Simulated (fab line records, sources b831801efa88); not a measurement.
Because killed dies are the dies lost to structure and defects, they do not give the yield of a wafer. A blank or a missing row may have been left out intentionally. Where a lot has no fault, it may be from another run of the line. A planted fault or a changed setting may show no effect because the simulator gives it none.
fab line records -- flow sky130
record lots=11, wafers=33, last-day=50
route steps=708 shown SONOS_ONO@181 POLY_GATE@229 PAD_OPEN@708
lots that met no fault: from a run of the same line without faults
start-h: start of the lot's first displayed wafer, in hours after the record's first day -- wait-h: hours elapsed since this lot's preceding step -- " unchanged from the row above -- L1.1+2: a row that stands for several wafers -- - either no value or no given start -- * or withheld: withheld -- < > ~ a bound
route shown NAME@n: NAME is a module with steps in the file, n the number in the route of the first one -- usual: mean and standard deviation over wafers with no fault -- same: alike in all rows -- chamber/n: place in a boat -- sites: each site's reading -- _std_site: standard deviation across them -- _edge_site: inner sites' mean taken away from outer sites' mean -- radius-mm: how far each site lies from the wafer's centre -- mask NAME#n: copy n -- behind: the last tool/chamber to shape the wafer -- hold: reason for holding the lot/hours on hold/outcome of the hold -- device: the transistor (n, p or np) that didn't switch -- end of line: at the end of the route, the tests of the same wafers -- a step without rows: its recipe alone -- killed: dies that structure and defects cost at the first sort, which is not the same as the wafer's yield -- map: shows each die of a wafer: x if killed, . if not, _ if none is there
set.NAME: the run value of the setting; set.NAME@STEP: its run value at that earlier step -- model.NAME: the simulator's own value behind a step, which no gauge read
route steps across a sampled set of lots; one table per step, one row per wafer
services: a tool's chamber out of use, with start hour (start-h, from the record's first day; less than 0 if before it), hours out, and reason
## steps
# step SKY_SONOS_ONO_CD_MEAS_13
# recipe target-cd-nm=410
# usual cd-nm=410.4/2.7
lot.wafer,tool,chamber,start-h,wait-h,cd-nm
L779.1,cd-sem-02,-,280.18,0.1,407.5
L779.2,cd-sem-02,-,280.18,0.1,409.9
L779.5,cd-sem-02,-,280.18,0.1,409.7
L780.1,cd-sem-01,-,289.93,0.1,404.2
L780.2,cd-sem-01,-,289.93,0.1,405.8
L780.4,cd-sem-01,-,289.93,0.1,406.6
L781.3,cd-sem-01,-,299.17,0.1,413.8
L781.5,cd-sem-01,-,299.17,0.1,413.0
L781.6,cd-sem-01,-,299.17,0.1,414.5
L783.2,cd-sem-02,-,315.69,0.1,409.4
L783.3,cd-sem-02,-,315.69,0.1,408.2
L783.5,cd-sem-02,-,315.69,0.1,409.0
L785.1,cd-sem-01,-,334.41,0.2,412.2
L785.2,cd-sem-01,-,334.41,0.2,412.2
L785.4,cd-sem-01,-,334.41,0.2,412.3
L791.1,cd-sem-01,-,373.17,0.1,406.3
L791.4,cd-sem-01,-,373.17,0.1,404.4
L791.5,cd-sem-01,-,373.17,0.1,405.9
L796.1,cd-sem-02,-,418.32,0.1,408.0
L796.3,cd-sem-02,-,418.32,0.1,411.3
L796.4,cd-sem-02,-,418.32,0.1,409.9
L799.1,cd-sem-02,-,448.14,0.1,406.2
L799.4,cd-sem-02,-,448.14,0.1,407.3
L799.5,cd-sem-02,-,448.14,0.1,407.6
L800.2,cd-sem-02,-,457.04,0.1,407.7
L800.3,cd-sem-02,-,457.04,0.1,406.2
L800.4,cd-sem-02,-,457.04,0.1,409.1
L801.1,cd-sem-02,-,466.12,0.1,411.5
L801.2,cd-sem-02,-,466.12,0.1,409.5
L801.4,cd-sem-02,-,466.12,0.1,410.7
L802.1,cd-sem-01,-,477.49,0.1,407.2
L802.4,cd-sem-01,-,477.49,0.1,405.3
L802.6,cd-sem-01,-,477.49,0.1,408.0
# step SKY_POLY_GATE_ETCH_15
# recipe chemistry=N2/H2, target=BARC, ion-energy-ev=200, source-w=500, bias-w=100, pressure-mtorr=30, n2-flow-sccm=100, h2-flow-sccm=200, stop-on=SiO2, time-s=118.5, target-depth-a=1100
# usual chamber-pressure-mTorr=29.998/0.027, drypump-motor-current-A=5.7/0.39, oes-product-au=0.717/0.0053, throttle-valve-pct=13.212/0.0095
lot.wafer,tool,chamber,start-h,wait-h,chamber-pressure-mTorr,drypump-motor-current-A,oes-product-au,rf-hours-counter-h,throttle-valve-pct
L779.1,rie-diel-02,2,367.90,0.0,29.990,5.6,0.715,10,13.231
L779.2,rie-diel-02,1,367.90,0.0,29.994,5.6,0.715,0,13.206
L779.5,rie-diel-02,0,367.90,0.0,30.041,6.2,0.721,-,13.220
L780.1,rie-diel-03,0,380.74,0.0,29.974,6.0,0.716,97,13.223
L780.2,rie-diel-03,1,380.74,0.0,29.997,5.0,0.706,74,13.201
L780.4,rie-diel-03,3,380.74,0.0,30.007,5.5,0.711,6,13.208
L781.3,rie-diel-02,3,387.19,0.0,29.990,5.6,0.712,3,13.209
L781.5,rie-diel-02,1,387.19,0.0,30.047,5.6,0.708,-,13.224
L781.6,rie-diel-02,0,387.19,0.0,29.994,6.1,0.718,-,13.200
L783.2,rie-diel-02,0,407.27,0.0,29.987,6.1,0.716,4,13.215
L783.3,rie-diel-02,1,407.27,0.0,30.021,5.6,0.708,1,13.194
L783.5,rie-diel-02,0,407.27,0.0,29.967,6.1,0.715,-,13.228
L785.1,rie-diel-04,0,427.89,0.0,29.974,6.0,0.706,55,13.239
L785.2,rie-diel-04,1,427.89,0.0,30.016,5.0,0.716,10,13.221
L785.4,rie-diel-04,0,427.89,0.0,30.015,6.0,0.721,-,13.203
L791.1,rie-diel-04,0,473.99,0.0,30.053,6.0,0.715,56,13.216
L791.4,rie-diel-04,1,473.99,0.0,29.983,5.0,0.711,12,13.215
L791.5,rie-diel-04,0,473.99,0.0,29.964,6.0,0.723,-,13.217
L796.1,rie-diel-02,0,518.83,0.0,30.002,6.1,0.712,6,13.207
L796.3,rie-diel-02,2,518.83,0.0,29.966,5.6,0.716,13,13.210
L796.4,rie-diel-02,3,518.83,0.0,29.974,5.6,0.721,5,13.208
L799.1,rie-diel-02,1,546.57,0.0,29.980,5.6,0.704,4,13.209
L799.4,rie-diel-02,0,546.57,0.0,30.021,6.1,0.716,7,13.213
L799.5,rie-diel-02,3,546.57,0.0,30.021,5.6,0.717,-,13.219
L800.2,rie-diel-04,3,558.39,0.0,30.009,5.9,0.723,2,13.200
L800.3,rie-diel-04,1,558.39,0.0,30.019,5.0,0.723,13,13.217
L800.4,rie-diel-04,0,558.39,0.0,29.991,6.0,0.714,58,13.217
L801.1,rie-diel-04,1,563.24,0.0,30.019,4.9,0.719,14,13.207
L801.2,rie-diel-04,2,563.24,0.0,29.996,6.2,0.719,55,13.218
L801.4,rie-diel-04,3,563.24,0.0,30.014,5.9,0.717,2,13.205
L802.1,rie-diel-03,2,576.77,0.0,30.033,5.9,0.712,37,13.224
L802.4,rie-diel-03,3,576.77,0.0,29.965,5.5,0.716,-,13.207
L802.6,rie-diel-03,0,576.77,0.0,29.981,6.0,0.711,-,13.211
# step SKY_POLY_GATE_ETCH_16
# recipe stop-on=poly-Si, chemistry=CH3F/O2, target=Si3N4, source-w=400, bias-w=80, pressure-mtorr=25, ch3f-flow-sccm=40, O2_flow_sccm=30, time-s=147.5, target-depth-a=750
# usual chamber-pressure-mTorr=25.001/0.028, drypump-motor-current-A=5.7/0.38, oes-product-au=0.640/0.0049, throttle-valve-pct=10.536/0.0095
lot.wafer,tool,chamber,start-h,wait-h,chamber-pressure-mTorr,drypump-motor-current-A,oes-product-au,rf-hours-counter-h,throttle-valve-pct
L779.1,rie-diel-02,2,367.98,0.0,25.004,5.6,0.642,10,10.530
L779.2,rie-diel-02,1,367.98,0.0,25.017,5.6,0.637,0,10.547
L779.5,rie-diel-02,0,367.98,0.0,24.998,6.1,0.639,-,10.545
L780.1,rie-diel-03,0,380.82,0.0,24.839,5.9,0.644,97,10.528
L780.2,rie-diel-03,1,380.82,0.0,24.978,4.9,0.649,74,10.524
L780.4,rie-diel-03,3,380.82,0.0,25.000,5.5,0.641,6,10.546
L781.3,rie-diel-02,3,387.27,0.0,25.020,5.6,0.639,3,10.547
L781.5,rie-diel-02,1,387.27,0.0,25.018,5.6,0.639,-,10.546
L781.6,rie-diel-02,0,387.27,0.0,24.986,6.1,0.630,-,10.526
L783.2,rie-diel-02,0,407.35,0.0,25.000,6.1,0.634,4,10.535
L783.3,rie-diel-02,1,407.35,0.0,24.998,5.6,0.634,1,10.547
L783.5,rie-diel-02,0,407.35,0.0,25.012,6.1,0.629,-,10.529
L785.1,rie-diel-04,0,427.97,0.0,25.052,6.0,0.638,55,10.549
L785.2,rie-diel-04,1,427.97,0.0,25.032,5.0,0.626,10,10.529
L785.4,rie-diel-04,0,427.97,0.0,24.974,6.0,0.630,-,10.539
L791.1,rie-diel-04,0,474.08,0.0,24.966,6.0,0.642,56,10.547
L791.4,rie-diel-04,1,474.08,0.0,25.006,4.9,0.646,12,10.532
L791.5,rie-diel-04,0,474.08,0.0,25.042,6.0,0.639,-,10.535
L796.1,rie-diel-02,0,518.92,0.0,24.956,6.1,0.641,6,10.527
L796.3,rie-diel-02,2,518.92,0.0,24.994,5.6,0.639,13,10.543
L796.4,rie-diel-02,3,518.92,0.0,25.031,5.6,0.640,5,10.531
L799.1,rie-diel-02,1,546.65,0.0,25.012,5.6,0.645,4,10.537
L799.4,rie-diel-02,0,546.65,0.0,24.973,6.1,0.642,7,10.552
L799.5,rie-diel-02,3,546.65,0.0,24.975,5.6,0.645,-,10.542
L800.2,rie-diel-04,3,558.48,0.0,25.055,5.9,0.641,2,10.537
L800.3,rie-diel-04,1,558.48,0.0,25.030,5.0,0.650,13,10.548
L800.4,rie-diel-04,0,558.48,0.0,25.023,6.0,0.646,58,10.523
L801.1,rie-diel-04,1,563.33,0.0,25.014,5.0,0.636,14,10.551
L801.2,rie-diel-04,2,563.33,0.0,24.951,6.2,0.642,55,10.560
L801.4,rie-diel-04,3,563.33,0.0,25.010,5.9,0.638,2,10.541
L802.1,rie-diel-03,2,576.85,0.0,24.996,5.9,0.641,37,10.523
L802.4,rie-diel-03,3,576.85,0.0,25.012,5.5,0.640,-,10.540
L802.6,rie-diel-03,0,576.85,0.0,24.997,5.9,0.643,-,10.531
# step SKY_POLY_GATE_STRIP_18
# recipe chemistry=O2/N2, power-w=1400, pressure-mtorr=1500, platen-temp-c=withheld, o2-flow-sccm=3000, n2-flow-sccm=300, overash-fraction=0.5
# usual chamber-pressure-mTorr=1499.8/1.3, drypump-motor-current-A=5.8/0.55, oes-product-au=0.361/0.0044, strip-time-to-endpoint-s=3.19/0.042
# same overash-fraction=0.5
lot.wafer,tool,chamber,start-h,wait-h,chamber-pressure-mTorr,drypump-motor-current-A,oes-product-au,rf-hours-counter-h,strip-time-to-endpoint-s
L779.1,plasma-asher-02,0,368.13,0.0,1500.2,6.6,0.353,58,3.14
L779.2,plasma-asher-02,1,368.13,0.0,1499.9,5.1,0.360,58,3.25
L779.5,plasma-asher-02,1,368.13,0.0,1500.4,5.1,0.357,-,3.15
L780.1,plasma-asher-04,1,380.97,0.0,1499.1,5.9,0.359,69,3.19
L780.2,plasma-asher-04,0,380.97,0.0,1496.9,5.5,0.367,69,3.23
L780.4,plasma-asher-04,0,380.97,0.0,1500.5,5.5,0.357,-,3.26
L781.3,plasma-asher-03,0,387.46,0.1,1499.2,6.2,0.359,-,3.24
L781.5,plasma-asher-03,1,387.46,0.1,1501.4,5.8,0.360,-,3.22
L781.6,plasma-asher-03,0,387.46,0.1,1497.6,6.2,0.364,-,3.15
L783.2,plasma-asher-04,1,407.51,0.0,1498.6,5.9,0.362,72,3.15
L783.3,plasma-asher-04,1,407.51,0.0,1501.1,5.9,0.365,-,3.19
L783.5,plasma-asher-04,1,407.51,0.0,1500.7,5.9,0.360,-,3.19
L785.1,plasma-asher-02,0,428.12,0.0,1498.9,6.7,0.357,64,3.18
L785.2,plasma-asher-02,1,428.12,0.0,1499.6,5.1,0.365,64,3.24
L785.4,plasma-asher-02,1,428.12,0.0,1500.2,5.1,0.360,-,3.20
L791.1,plasma-asher-02,0,474.23,0.0,1500.4,6.6,0.366,68,3.38
L791.4,plasma-asher-02,1,474.23,0.0,1498.3,5.1,0.364,-,3.39
L791.5,plasma-asher-02,1,474.23,0.0,1500.9,5.1,0.368,-,3.16
L796.1,plasma-asher-02,0,519.07,0.0,1501.0,6.6,0.362,73,3.18
L796.3,plasma-asher-02,1,519.07,0.0,1499.6,5.1,0.366,-,3.17
L796.4,plasma-asher-02,0,519.07,0.0,1502.8,6.6,0.365,-,3.27
L799.1,plasma-asher-04,0,546.81,0.0,1497.5,5.6,0.355,12,3.20
L799.4,plasma-asher-04,1,546.81,0.0,1499.7,5.9,0.360,-,3.17
L799.5,plasma-asher-04,1,546.81,0.0,1499.2,5.9,0.365,-,3.17
L800.2,plasma-asher-03,1,558.63,0.0,1500.6,5.8,0.364,43,3.24
L800.3,plasma-asher-03,0,558.63,0.0,1499.7,6.2,0.361,-,3.18
L800.4,plasma-asher-03,1,558.63,0.0,1499.3,5.8,0.352,-,3.15
L801.1,plasma-asher-02,1,563.48,0.0,1499.6,5.1,0.366,77,3.15
L801.2,plasma-asher-02,0,563.48,0.0,1499.5,6.6,0.359,77,3.23
L801.4,plasma-asher-02,1,563.48,0.0,1497.1,5.1,0.357,-,3.20
L802.1,plasma-asher-02,0,577.01,0.0,1500.7,6.6,0.359,78,3.13
L802.4,plasma-asher-02,0,577.01,0.0,1499.9,6.6,0.362,-,3.25
L802.6,plasma-asher-02,0,577.01,0.0,1500.2,6.6,0.364,-,3.18
# step SKY_POLY_GATE_CD_MEAS_22
# usual cd-nm=150.6/2.2
lot.wafer,tool,chamber,start-h,wait-h,cd-nm
L779.1,cd-sem-01,-,370.37,0.1,152.7
L779.2,cd-sem-01,-,370.37,0.1,149.3
L779.5,cd-sem-01,-,370.37,0.1,150.4
L780.1,cd-sem-01,-,383.57,0.1,150.9
L780.2,cd-sem-01,-,383.57,0.1,150.5
L780.4,cd-sem-01,-,383.57,0.1,152.4
L781.3,cd-sem-01,-,389.74,0.1,148.3
L781.5,cd-sem-01,-,389.74,0.1,149.3
L781.6,cd-sem-01,-,389.74,0.1,149.1
L783.2,cd-sem-01,-,409.96,0.1,151.9
L783.3,cd-sem-01,-,409.96,0.1,153.2
L783.5,cd-sem-01,-,409.96,0.1,151.3
L785.1,cd-sem-01,-,430.41,0.1,154.3
L785.2,cd-sem-01,-,430.41,0.1,153.4
L785.4,cd-sem-01,-,430.41,0.1,155.2
L791.1,cd-sem-01,-,475.70,0.1,157.6
L791.4,cd-sem-01,-,475.70,0.1,153.9
L791.5,cd-sem-01,-,475.70,0.1,153.2
L796.1,cd-sem-01,-,520.53,0.1,146.8
L796.3,cd-sem-01,-,520.53,0.1,149.0
L796.4,cd-sem-01,-,520.53,0.1,149.3
L799.1,cd-sem-01,-,549.19,0.1,149.9
L799.4,cd-sem-01,-,549.19,0.1,149.1
L799.5,cd-sem-01,-,549.19,0.1,150.0
L800.2,cd-sem-01,-,560.12,0.1,149.9
L800.3,cd-sem-01,-,560.12,0.1,148.0
L800.4,cd-sem-01,-,560.12,0.1,148.7
L801.1,cd-sem-02,-,564.94,0.1,151.6
L801.2,cd-sem-02,-,564.94,0.1,151.1
L801.4,cd-sem-02,-,564.94,0.1,154.0
L802.1,cd-sem-02,-,578.47,0.1,150.2
L802.4,cd-sem-02,-,578.47,0.1,150.6
L802.6,cd-sem-02,-,578.47,0.1,147.5
# step SKY_PAD_OPEN_PROBE_99
# usual killed_at_M0_to_M3=43/7.3, killed_at_M4_up=3.1/1.7, killed-at-contacts=25/5.3, killed-at-front-end=14/4.1, killed-at-other=0.3/0.56, killed-dies=85/9.4, killed-open=46/7.4, killed-short=38/5.8
# same gross-dies=492, killed-at-back-side=0
lot.wafer,tool,chamber,start-h,wait-h,killed_at_M0_to_M3,killed_at_M4_up,killed-at-contacts,killed-at-front-end,killed-at-other,killed-dies,killed-open,killed-short
L791.4,prober-01,-,1147.60,0.2,38,5,17,11,0,71,33,38
# killed by level:class
L791.4 CONTACT:geometric-particle:open=7 VIA1:geometric-particle:open=6 VIA3:geometric-particle:short=6 POLY_GATE:geometric-particle:short=5 LI_CONTACT:geometric-particle:open=5 METAL3:geometric-particle:short=5 VIA1:geometric-particle:short=5 VIA3:geometric-particle:open=4
## services
tool,chamber,start-h,hours,kind
rie-diel-04,-,369.13,1.2,repair
rie-diel-03,-,371.87,1.1,repair
rie-diel-02,-,372.44,0.8,repair
plasma-asher-04,-,376.45,1.0,repair
plasma-asher-03,-,395.01,2.8,pm
plasma-asher-04,-,410.64,1.4,repair
plasma-asher-02,-,410.92,3.4,repair
plasma-asher-04,-,421.25,9.0,pm
plasma-asher-03,-,425.09,14.6,pm
rie-diel-04,3,426.10,-,clean
rie-diel-04,3,426.10,21.5,scheduled-down
rie-diel-04,3,426.10,21.5,vent-cycle
rie-diel-03,-,432.21,2.8,pm
rie-diel-04,-,442.46,0.4,repair
plasma-asher-02,-,445.10,0.9,repair
plasma-asher-02,-,451.31,3.3,repair
rie-diel-04,-,454.63,0.5,repair
rie-diel-03,0,463.18,26.5,repair
plasma-asher-04,-,471.38,4.2,repair
rie-diel-03,0,489.72,-,clean
rie-diel-04,3,491.02,6.3,repair
rie-diel-04,-,493.25,0.5,repair
rie-diel-04,-,493.80,0.1,repair
rie-diel-02,-,541.57,0.7,repair
## key
first-sign step=SKY_POLY_GATE_STRIP_18, reading=strip-time-to-endpoint-s, direction=up, sigmas=4.5, usual=*, struck=*
effect none on later readings
met-at SKY_POLY_GATE_ETCH_15
struck-lots L791
struck-wafers L791.1,L791.4
tester-left-out L791
not-acting-at SKY_SONOS_ONO_CD_MEAS_13,SKY_POLY_GATE_ETCH_16,SKY_POLY_GATE_CD_MEAS_22
onset-between 427.89 473.99
fault kind=process-parameter-drift, tool=rie-diel-04, chamber=-, onset-h=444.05, steps=SKY_POLY_GATE_ETCH_15, channel=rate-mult, offset=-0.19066, shape=step, end-h=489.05, scope=struck-wafers-only
# tester-left-out: of these lots the tester's yield and bins aren't shown, on N5 and GAA mostly nor the transistor test; their killed dies are dies lost to structure and defects alone, not to doping, threshold or leakage, so they don't give the yield
